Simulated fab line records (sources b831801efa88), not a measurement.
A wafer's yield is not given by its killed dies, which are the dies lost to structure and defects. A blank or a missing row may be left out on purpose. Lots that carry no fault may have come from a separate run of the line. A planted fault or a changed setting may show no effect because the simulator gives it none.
fab line records	flow sky130
[record] lots = 13	wafers = 39	last-day = 50
route steps=708 shown PWDE@84 VT_ADJUST_HVTP@89 SD_N@358 LI_CONTACT@382 PAD_OPEN@708
lots that met no fault: taken from a fault-free run of the same line
start-h: hours from the record's first day to the start of the lot's first wafer shown	wait-h: hours from the lot's prior step to this one	" same as the row above	L1.1+2: several wafers, shown together as one row	- value missing, or start not given	* or withheld: withheld	< > ~ a bound
route shown NAME@n: a module of which the file shows steps, and the number in the route of the first	usual: mean and standard deviation over wafers with no fault	same: alike in all rows	chamber/n: place in a boat	sites: each site's reading	_std_site: their standard deviation	_edge_site: inner sites' mean taken away from outer sites' mean	radius-mm: for every site, how far away it sits from the centre of the wafer	mask NAME#n: copy n	behind: the most recent tool/chamber to have shaped the wafer	hold: why the lot went on hold/how many hours it stayed there/how the hold came to an end	device: the n, p or np transistor that did not switch	end of line: the tests these same wafers got at the end of their route	a step without rows: its recipe alone	killed: dies lost to structure and defects at the first sort, not the wafer's yield	map: dies across one wafer; x = killed, . = not, _ = none there
set.NAME: the run value of the setting; set.NAME@STEP: its run value at that earlier step	model.NAME: the simulator's own value behind a step, which no gauge read
one table for each step of the route and one row for each wafer, over a sample of lots
services: a tool's chamber out of use, with start hour (start-h, from the record's first day; less than 0 if before it), hours out, and reason
[[steps]]
[step SKY_NWELL_RS_MEAS_31]
[recipe] thk-meas-gauge = four-point-probe
[usual] PWDE_RS = 5273/19
lot.wafer	tool	chamber	start-h	wait-h	PWDE_RS[ohm/sq]
L820.2	film-metro-04	-	97.17	0.1	5270
L820.3	"	-	"	"	5271
L820.4	"	-	"	"	5260
L821.2	film-metro-03	-	107.63	0.1	5281
L821.3	"	-	"	"	5292
L821.6	"	-	"	"	5283
L822.3	film-metro-04	-	114.50	0.1	5246
L822.5	"	-	"	"	5251
L822.6	"	-	"	"	5245
L827.1	film-metro-01	-	146.50	0.1	5276
L827.2	"	-	"	"	5265
L827.3	"	-	"	"	5251
L829.1	film-metro-01	-	158.90	0.1	5241
L829.5	"	-	"	"	5264
L829.6	"	-	"	"	5259
L831.1	film-metro-01	-	171.81	0.1	5293
L831.3	"	-	"	"	5259
L831.4	"	-	"	"	5284
L832.2	film-metro-03	-	178.37	0.1	5279
L832.3	"	-	"	"	5292
L832.5	"	-	"	"	5296
L834.1	film-metro-03	-	189.35	0.1	5263
L834.4	"	-	"	"	5276
L834.6	"	-	"	"	5274
L835.2	film-metro-03	-	198.73	0.1	5298
L835.5	"	-	"	"	5282
L835.6	"	-	"	"	5271
L837.1	film-metro-04	-	204.61	0.1	5240
L837.2	"	-	"	"	5263
L837.5	"	-	"	"	5269
L838.1	film-metro-03	-	211.46	0.1	5293
L838.2	"	-	"	"	5291
L838.6	"	-	"	"	5269
L839.2	film-metro-04	-	222.03	0.1	5321
L839.5	"	-	"	"	5309
L839.6	"	-	"	"	5308
L842.3	film-metro-01	-	240.99	0.1	5274
L842.4	"	-	"	"	5242
L842.5	"	-	"	"	5266
[step SKY_VT_ADJUST_HVTP_EXPOSE_04]
[recipe] mask-id = HVTPM	na = 0.6	source-shape = conventional	sigma-outer = 0.6	polarization = unpolarized	target-cd-nm = 380	dose-mj = 140
lot.wafer	tool	chamber	start-h	wait-h	mask
L820.2+3+4	iline-stepper-01	0	106.32	-	HVTPM#0
L821.2+3+6	iline-stepper-01	0	116.29	-	HVTPM#0
L822.3+5+6	iline-stepper-02	0	123.62	-	HVTPM#0
L827.1+2+3	iline-stepper-01	0	156.89	-	HVTPM#0
L829.1+5+6	iline-stepper-01	0	169.49	-	HVTPM#0
L831.1+3+4	iline-stepper-01	0	182.18	-	HVTPM#0
L832.2+3+5	iline-stepper-01	0	188.52	-	HVTPM#0
L834.1+4+6	iline-stepper-02	0	199.68	-	HVTPM#0
L835.2+5+6	iline-stepper-02	0	208.59	-	HVTPM#0
L837.1+2+5	iline-stepper-02	0	214.34	-	HVTPM#0
L838.1+2+6	iline-stepper-02	0	222.36	-	HVTPM#0
L839.2+5+6	iline-stepper-02	0	232.69	-	HVTPM#0
L842.3+4+5	iline-stepper-02	0	252.78	-	HVTPM#0
[step SKY_VT_ADJUST_HVTP_OVL_MEAS_08]
[usual] VT_ADJUST_HVTP_OVL = 0.5/1.5
lot.wafer	tool	chamber	start-h	wait-h	VT_ADJUST_HVTP_OVL[nm]
L820.2	overlay-02	-	114.65	0.1	0.9
L820.3	"	-	"	"	0.1
L820.4	"	-	"	"	-1.2
L821.2	overlay-01	-	125.14	0.1	0.8
L821.3	"	-	"	"	-0.6
L821.6	"	-	"	"	-1.2
L822.3	overlay-02	-	133.39	0.1	-2.3
L822.5	"	-	"	"	-1.5
L822.6	"	-	"	"	-0.8
L827.1	overlay-01	-	166.66	0.1	291.8
L827.2	"	-	"	"	293.1
L827.3	"	-	"	"	292.2
L829.1	overlay-02	-	179.23	0.1	290.6
L829.5	"	-	"	"	289.4
L829.6	"	-	"	"	289.5
L831.1	overlay-01	-	192.38	0.1	288.9
L831.3	"	-	"	"	291.1
L831.4	"	-	"	"	287.8
L832.2	overlay-02	-	199.05	0.1	288.5
L832.3	"	-	"	"	288.9
L832.5	"	-	"	"	287.3
L834.1	overlay-02	-	209.33	0.1	-0.3
L834.4	"	-	"	"	1.4
L834.6	"	-	"	"	-0.9
L835.2	overlay-01	-	220.09	0.1	3.1
L835.5	"	-	"	"	2.7
L835.6	"	-	"	"	2.1
L837.1	overlay-02	-	225.43	0.1	0.1
L837.2	"	-	"	"	2.8
L837.5	"	-	"	"	-0.4
L838.1	overlay-01	-	233.09	0.1	1.7
L838.2	"	-	"	"	2.6
L838.6	"	-	"	"	0.0
L839.2	overlay-01	-	244.04	0.1	0.1
L839.5	"	-	"	"	1.0
L839.6	"	-	"	"	1.1
L842.3	overlay-01	-	264.69	0.1	1.1
L842.4	"	-	"	"	1.4
L842.5	"	-	"	"	0.0
[step SKY_SD_N_RS_MEAS_16]
[recipe] thk-meas-gauge = four-point-probe
[usual] SD_N_RS = 68.57/0.15
lot.wafer	tool	chamber	start-h	wait-h	SD_N_RS[ohm/sq]
L820.2	film-metro-03	-	630.09	0.1	68.40
L820.3	"	-	"	"	68.38
L820.4	"	-	"	"	68.40
L821.2	film-metro-02	-	646.02	0.1	68.78
L821.3	"	-	"	"	68.84
L821.6	"	-	"	"	68.54
L822.3	film-metro-03	-	655.89	0.1	68.48
L822.5	"	-	"	"	68.66
L822.6	"	-	"	"	68.60
L827.1	film-metro-02	-	699.05	0.1	68.65
L827.2	"	-	"	"	68.80
L827.3	"	-	"	"	68.51
L829.1	film-metro-02	-	719.75	0.1	68.81
L829.5	"	-	"	"	68.84
L829.6	"	-	"	"	68.74
L831.1	film-metro-02	-	735.40	0.1	68.59
L831.3	"	-	"	"	68.44
L831.4	"	-	"	"	68.73
L832.2	film-metro-03	-	744.82	0.1	68.48
L832.3	"	-	"	"	68.53
L832.5	"	-	"	"	68.42
L834.1	film-metro-03	-	763.81	0.1	68.47
L834.4	"	-	"	"	68.61
L834.6	"	-	"	"	68.30
L835.2	film-metro-04	-	771.72	0.1	68.37
L835.5	"	-	"	"	68.49
L835.6	"	-	"	"	68.28
L837.1	film-metro-03	-	781.05	0.1	68.66
L837.2	"	-	"	"	68.59
L837.5	"	-	"	"	68.55
L838.1	film-metro-02	-	784.60	0.1	68.53
L838.2	"	-	"	"	68.75
L838.6	"	-	"	"	68.50
L839.2	film-metro-02	-	796.78	0.1	68.83
L839.5	"	-	"	"	68.74
L839.6	"	-	"	"	68.65
L842.3	film-metro-03	-	823.69	0.1	68.70
L842.4	"	-	"	"	68.57
L842.5	"	-	"	"	68.57
[step SKY_LI_CONTACT_SPUTTER_20]
[recipe] material = TiN	target-thk-nm = 20	chamber-pressure-pa = 5	power-w = 4000	time-s = 80
[usual] throttle-valve-pct = 29.8/1.2
lot.wafer	tool	chamber	start-h	wait-h	throttle-valve-pct
L820.2	pvd-sputter-04	-	659.97	0.0	32.0
L820.3	"	-	"	"	29.3
L820.4	"	-	"	"	29.4
L821.2	pvd-sputter-01	-	675.12	0.0	29.1
L821.3	"	-	"	"	29.7
L821.6	"	-	"	"	30.5
L822.3	pvd-sputter-04	-	685.80	0.0	29.6
L822.5	"	-	"	"	32.2
L822.6	"	-	"	"	28.4
L827.1	pvd-sputter-04	-	728.77	0.0	32.1
L827.2	"	-	"	"	28.1
L827.3	"	-	"	"	29.5
L829.1	pvd-sputter-04	-	749.33	0.0	27.7
L829.5	"	-	"	"	28.3
L829.6	"	-	"	"	29.6
L831.1	pvd-sputter-02	-	765.08	0.0	30.5
L831.3	"	-	"	"	31.0
L831.4	"	-	"	"	29.6
L832.2	pvd-sputter-04	-	774.38	0.0	29.3
L832.3	"	-	"	"	27.9
L832.5	"	-	"	"	29.5
L834.1	pvd-sputter-02	-	792.73	0.0	29.3
L834.4	"	-	"	"	29.5
L834.6	"	-	"	"	30.9
L835.2	pvd-sputter-01	-	800.82	0.0	29.4
L835.5	"	-	"	"	30.4
L835.6	"	-	"	"	29.3
L837.1	pvd-sputter-02	-	809.99	0.0	29.7
L837.2	"	-	"	"	30.9
L837.5	"	-	"	"	29.3
L838.1	pvd-sputter-04	-	814.43	0.0	31.8
L838.2	"	-	"	"	29.6
L838.6	"	-	"	"	28.0
L839.2	pvd-sputter-01	-	825.49	0.0	28.4
L839.5	"	-	"	"	30.4
L839.6	"	-	"	"	29.6
L842.3	pvd-sputter-02	-	850.19	0.0	29.8
L842.4	"	-	"	"	30.6
L842.5	"	-	"	"	28.8
[step SKY_PAD_OPEN_PROBE_99]
[usual] killed_at_M0_to_M3 = 43/7	killed_at_M4_up = 3.0/1.9	killed-at-contacts = 24/4.6	killed-at-front-end = 15/4.1	killed-at-other = 0.3/0.52	killed-dies = 84/9.7	killed-on-rim = 16/3.6	killed-open = 46/6.9	killed-short = 38/6.8
[same] gross-dies = 492	killed-at-back-side = 0
lot.wafer	tool	chamber	start-h	wait-h	killed_at_M0_to_M3	killed_at_M4_up	killed-at-contacts	killed-at-front-end	killed-at-other	killed-dies	killed-on-rim	killed-open	killed-short
L827.1	prober-02	-	1116.20	0.1	53	1	24	355	0	433	87	45	46
L827.2	prober-02	-	1116.25	0.1	52	2	26	361	0	441	88	53	47
L827.3	prober-02	-	1116.30	0.2	40	1	28	362	1	432	86	43	45
L829.1	prober-02	-	1130.43	0.1	53	3	27	348	0	431	85	48	48
L829.5	prober-02	-	1130.63	0.2	47	6	17	369	0	439	86	44	42
L829.6	prober-02	-	1130.68	0.2	50	3	18	383	0	454	86	49	43
L831.1	prober-01	-	1138.88	0.1	36	3	25	381	0	445	87	40	36
L831.3	prober-01	-	1138.98	0.2	55	2	22	367	0	446	90	53	41
L831.4	prober-01	-	1139.03	0.2	48	2	23	371	1	445	83	39	48
L832.2	prober-02	-	1145.73	0.1	43	2	30	370	0	445	89	47	45
L832.3	prober-02	-	1145.78	0.2	55	6	26	343	1	431	82	47	55
L832.5	prober-02	-	1145.88	0.2	41	3	25	356	1	426	78	44	36
L837.1	prober-01	-	1169.28	0.1	47	4	27	11	0	89	18	54	35
L837.2	prober-01	-	1169.33	0.1	39	1	34	8	0	82	17	50	32
L837.5	prober-01	-	1169.48	0.2	54	1	21	15	1	92	12	50	40
L838.1	prober-02	-	1174.78	0.1	37	2	27	27	0	93	20	57	36
L838.2	prober-02	-	1174.83	0.1	46	2	19	25	1	93	19	63	30
L838.6	prober-02	-	1175.03	0.2	47	0	17	14	1	79	13	43	36
// killed by level:class
L827.1 VT_ADJUST_HVTP:overlay=341 VIA2:geometric-particle:open=11 VIA1:geometric-particle:short=11 CONTACT:geometric-particle:open=10 VIA3:geometric-particle:open=7 METAL1:geometric-particle:short=6 CONTACT:geometric-particle:short=5 VIA2:geometric-particle:short=5
L827.2 VT_ADJUST_HVTP:overlay=340 CONTACT:geometric-particle:open=10 VIA1:geometric-particle:open=8 METAL1:geometric-particle:short=7 VIA2:geometric-particle:open=7 LI_CONTACT:geometric-particle:open=7 VIA1:geometric-particle:short=6 METAL2:geometric-particle:short=6
L827.3 VT_ADJUST_HVTP:overlay=344 LI_CONTACT:geometric-particle:open=9 CONTACT:geometric-particle:open=7 FIELD_ISO:geometric-particle:short=6 VIA1:geometric-particle:open=6 METAL1:geometric-particle:short=5 VIA2:geometric-particle:open=5 VIA1:geometric-particle:short=5
L829.1 VT_ADJUST_HVTP:overlay=335 VIA1:geometric-particle:open=11 VIA2:geometric-particle:open=10 VIA2:geometric-particle:short=8 METAL1:geometric-particle:short=7 CONTACT:geometric-particle:open=6 CONTACT:geometric-particle:short=6 LOCAL_INTERCONNECT:geometric-particle:short=6
L829.5 VT_ADJUST_HVTP:overlay=353 VIA1:geometric-particle:open=10 CONTACT:geometric-particle:open=7 METAL1:geometric-particle:short=6 VIA3:geometric-particle:open=6 FIELD_ISO:geometric-particle:short=5 VIA1:geometric-particle:short=5 VIA3:geometric-particle:short=5
L829.6 VT_ADJUST_HVTP:overlay=362 METAL1:geometric-particle:short=9 VIA3:geometric-particle:open=8 LI_CONTACT:geometric-particle:open=8 VIA1:geometric-particle:open=8 FIELD_ISO:geometric-particle:open=7 POLY_GATE:geometric-particle:short=7 VIA2:geometric-particle:open=7
L831.1 VT_ADJUST_HVTP:overlay=369 VIA1:geometric-particle:open=9 CONTACT:geometric-particle:open=7 VIA3:geometric-particle:open=7 LI_CONTACT:geometric-particle:open=6 LI_CONTACT:geometric-particle:short=5 LOCAL_INTERCONNECT:geometric-particle:short=4 FIELD_ISO:geometric-particle:short=3
L831.3 VT_ADJUST_HVTP:overlay=351 CONTACT:geometric-particle:open=10 VIA1:geometric-particle:open=10 VIA3:geometric-particle:open=9 METAL2:geometric-particle:short=8 VIA2:geometric-particle:open=7 LI_CONTACT:geometric-particle:open=5 POLY_GATE:geometric-particle:short=4
L831.4 VT_ADJUST_HVTP:overlay=357 FIELD_ISO:geometric-particle:short=7 CONTACT:geometric-particle:open=7 METAL1:geometric-particle:short=7 METAL3:geometric-particle:short=6 VIA1:geometric-particle:short=6 VIA1:geometric-particle:open=6 VIA2:geometric-particle:open=6
L832.2 VT_ADJUST_HVTP:overlay=353 LI_CONTACT:geometric-particle:open=9 CONTACT:geometric-particle:open=9 FIELD_ISO:geometric-particle:open=7 LOCAL_INTERCONNECT:geometric-particle:short=7 VIA1:geometric-particle:short=7 METAL2:geometric-particle:short=7 VIA2:geometric-particle:open=6
L832.3 VT_ADJUST_HVTP:overlay=326 VIA1:geometric-particle:open=15 METAL1:geometric-particle:short=9 CONTACT:geometric-particle:open=7 VIA1:geometric-particle:short=7 METAL2:geometric-particle:short=7 LI_CONTACT:geometric-particle:open=5 LI_CONTACT:geometric-particle:short=5
L832.5 VT_ADJUST_HVTP:overlay=344 CONTACT:geometric-particle:open=9 VIA1:geometric-particle:open=9 LI_CONTACT:geometric-particle:open=6 LOCAL_INTERCONNECT:geometric-particle:short=5 METAL1:geometric-particle:short=5 VIA2:geometric-particle:open=5 POLY_GATE:geometric-particle:open=4
L837.1 CONTACT:geometric-particle:open=15 VIA3:geometric-particle:open=9 VIA1:geometric-particle:open=8 CONTACT:geometric-particle:short=5 LI_CONTACT:geometric-particle:open=4 VIA3:geometric-particle:short=4 VIA1:geometric-particle:short=4 VIA2:geometric-particle:short=4
L837.2 CONTACT:geometric-particle:open=18 VIA1:geometric-particle:open=14 CONTACT:geometric-particle:short=10 METAL1:geometric-particle:short=8 VIA3:geometric-particle:open=5 POLY_GATE:geometric-particle:open=4 METAL2:geometric-particle:short=4 FIELD_ISO:geometric-particle:open=2
L837.5 VIA1:geometric-particle:open=14 METAL1:geometric-particle:short=11 VIA3:geometric-particle:open=9 CONTACT:geometric-particle:open=6 LI_CONTACT:geometric-particle:open=5 FIELD_ISO:geometric-particle:open=4 POLY_GATE:geometric-particle:open=4 LOCAL_INTERCONNECT:geometric-particle:short=4
L838.1 CONTACT:geometric-particle:open=14 FIELD_ISO:geometric-particle:open=9 VIA2:geometric-particle:open=7 VIA3:geometric-particle:open=7 FIELD_ISO:geometric-particle:short=6 CONTACT:geometric-particle:short=6 METAL1:geometric-particle:short=6 SPACER:geometric-particle:open=5
L838.2 VIA1:geometric-particle:open=10 VIA2:geometric-particle:open=9 CONTACT:geometric-particle:open=8 VIA3:geometric-particle:open=7 POLY_GATE:geometric-particle:open=6 LI_CONTACT:geometric-particle:open=5 FIELD_ISO:geometric-particle:open=4 SPACER:geometric-particle:short=4
L838.6 VIA1:geometric-particle:open=14 METAL1:geometric-particle:short=8 LI_CONTACT:geometric-particle:open=6 VIA3:geometric-particle:open=6 CONTACT:geometric-particle:short=5 POLY_GATE:geometric-particle:open=4 POLY_GATE:geometric-particle:short=4 CONTACT:geometric-particle:open=4
[[services]]
tool	chamber	start-h	hours	kind
pvd-sputter-04	-	124.87	1.7	repair
iline-stepper-02	-	155.54	2.1	pm
iline-stepper-02	-	175.18	11.5	repair
iline-stepper-02	-	186.69	1.7	pm
iline-stepper-01	-	194.08	6.8	repair
iline-stepper-01	-	214.06	1.7	pm
pvd-sputter-04	-	238.92	3.4	repair
iline-stepper-01	-	264.19	1.9	repair
pvd-sputter-04	-	318.10	7.4	repair
iline-stepper-01	-	351.91	1.5	repair
iline-stepper-01	-	366.17	2.6	repair
iline-stepper-02	-	398.29	1.7	pm
iline-stepper-01	-	432.33	1.7	pm
pvd-sputter-04	-	473.47	10.3	repair
pvd-sputter-04	-	486.83	25.6	repair
iline-stepper-01	-	583.05	5.5	repair
iline-stepper-01	-	592.65	2.1	pm
iline-stepper-02	-	616.47	1.7	pm
iline-stepper-01	-	650.42	1.7	pm
iline-stepper-02	-	667.08	4.4	pm
iline-stepper-01	-	673.58	7.5	repair
iline-stepper-01	-	700.23	2.4	repair
iline-stepper-02	-	776.12	28.9	pm
iline-stepper-02	-	834.65	1.7	pm
[[key]]
[first-sign] step = SKY_VT_ADJUST_HVTP_OVL_MEAS_08	reading = VT_ADJUST_HVTP_OVL	direction = up	sigmas = 99+	usual = 0.5	struck = 289.9
[effect] step = SKY_PAD_OPEN_PROBE_99	reading = killed-at-front-end	direction = up	sigmas = 85	usual = 15	struck = 364
[more-kills-born-at] SKY_VT_ADJUST_HVTP_EXPOSE_04@iline-stepper-01 = 4175
met-at SKY_VT_ADJUST_HVTP_EXPOSE_04
struck-lots L827,L829,L831,L832
tester-left-out L827,L829,L831,L832
not-acting-at SKY_NWELL_RS_MEAS_31,SKY_SD_N_RS_MEAS_16,SKY_LI_CONTACT_SPUTTER_20
onset-between 116.29 156.89
[fault] kind = scanner-matching-overlay	tool = iline-stepper-01	chamber = -	onset-h = 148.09	steps = SKY_VT_ADJUST_HVTP_EXPOSE_04	offset = 289.88
// tester-left-out: of these lots the tester's yield and bins aren't shown, on N5 and GAA mostly nor the transistor test; their killed dies are dies lost to structure and defects alone, not to doping, threshold or leakage, so they don't give the yield
